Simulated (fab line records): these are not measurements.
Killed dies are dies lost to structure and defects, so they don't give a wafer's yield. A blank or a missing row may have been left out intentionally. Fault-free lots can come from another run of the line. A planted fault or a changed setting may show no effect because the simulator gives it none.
One fault seen from 2 desks :: flow gf180mcu :: what lay behind the numbers comes last; until then each desk has only its own

== THE METROLOGY DESK ==
What the gauges read, lot by lot, whatever tool the lot ran on: means of the sampled wafers that have a number. The brackets show how far a lot's mean lies from the usual mean; more than 4 standard deviations puts the lot out of limits, marked OUT.
Columns: A = STI_OXIDATION_THK at GF_STI_THK_MEAS_02, usual 9.83 nm; B = NWELL_TW at GF_NWELL_TW_MEAS_11, usual 1578; C = MVSD_OVL at GF_MVSD_OVL_MEAS_07, usual 0.3 nm; D = NWELL_RS at GF_VT_IMPLANT_RS_MEAS_47, usual 487.7 ohm/sq
lot: L268
first seen here: day 1 11:32
A: 9.85
B: 1570
C: -0.9
D: 487.7

lot: L269
first seen here: day 1 19:04
A: 9.62
B: 1574
C: -0.1
D: 486.7

lot: L270
first seen here: day 2 00:19
A: 9.73
B: 1566
C: -0.8
D: 488.4

lot: L271
first seen here: day 2 03:27
A: 9.50
B: 1575
C: 2.1
D: 487.8

lot: L275
first seen here: day 2 22:49
A: 10.00
B: 1589
C: 1.4
D: 488.5

lot: L276
first seen here: day 3 03:31
A: 9.54
B: 1585
C: 0.4
D: 488.3

lot: L277
first seen here: day 3 09:03
A: 9.76
B: 1560
C: 0.6
D: 487.3

lot: L278
first seen here: day 3 14:13
A: 9.79
B: 1582
C: -0.0
D: 488.6

lot: L285
first seen here: day 5 00:32
A: 10.19
B: 1466 (-10) OUT
C: -0.2
D: 557.4 (+54) OUT

lot: L287
first seen here: day 5 11:06
A: 9.98
B: 1468 (-10) OUT
C: -1.6
D: 555.6 (+52) OUT

lot: L288
first seen here: day 5 15:31
A: 9.94
B: 1593
C: -3.0
D: 488.5

lot: L289
first seen here: day 5 21:25
A: 9.74
B: 1580
C: -0.4
D: 486.9
This desk reports L285, L287 out of limits; the earliest was L285 at day 7 05:35 (NWELL_TW at GF_NWELL_TW_MEAS_11). L268, L269, L270, L271, L275, L276, L277, L278, L288, L289 stayed within limits.

== DESK OF THE TOOL OWNER: implanter-04 ==
For each lot that ran on this tool, the mean over its sampled wafers that have a number, from the tool's own readings at GF_NWELL_IMPLANT_08. The brackets show how far a lot's mean lies from the usual mean; more than 4 standard deviations puts the lot out of limits, marked OUT.
Columns: A = beam-on-s at GF_NWELL_IMPLANT_08, usual 9.97 s; B = faraday-current-uA at GF_NWELL_IMPLANT_08, usual 84.8
lot: L269
first seen here: day 3 15:38
A: 10.12
B: 83.4

lot: L271
first seen here: day 4 00:34
A: 9.86
B: 85.8

lot: L285
first seen here: day 7 05:14
A: 7.77 (-9.6) OUT
B: 108.9 (+13) OUT

lot: L287
first seen here: day 7 15:14
A: 7.72 (-9.8) OUT
B: 109.2 (+13) OUT
Finding of this desk: L285, L287 out of limits; the first was L285 at day 7 05:14, on beam-on-s at GF_NWELL_IMPLANT_08. L269, L271 stayed within limits.

== BROUGHT TOGETHER ==
An alarm could have come from the tool owner's desk at day 7 05:14, on L285, L287.
On L285, L287, the metrology desk was in a position to raise an alarm at day 7 05:35.
Every lot named ran GF_NWELL_IMPLANT_08 on implanter-04.

== WHAT THE SIMULATOR HAD PUT IN ==
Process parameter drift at GF_NWELL_IMPLANT_08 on implanter-04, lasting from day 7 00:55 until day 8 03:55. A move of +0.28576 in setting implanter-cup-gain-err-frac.
Struck lots among those shown: L285, L287.
Time in hours from fault onset to the first out-of-limits reading at each desk: tool owner's desk 4, metrology desk 5.
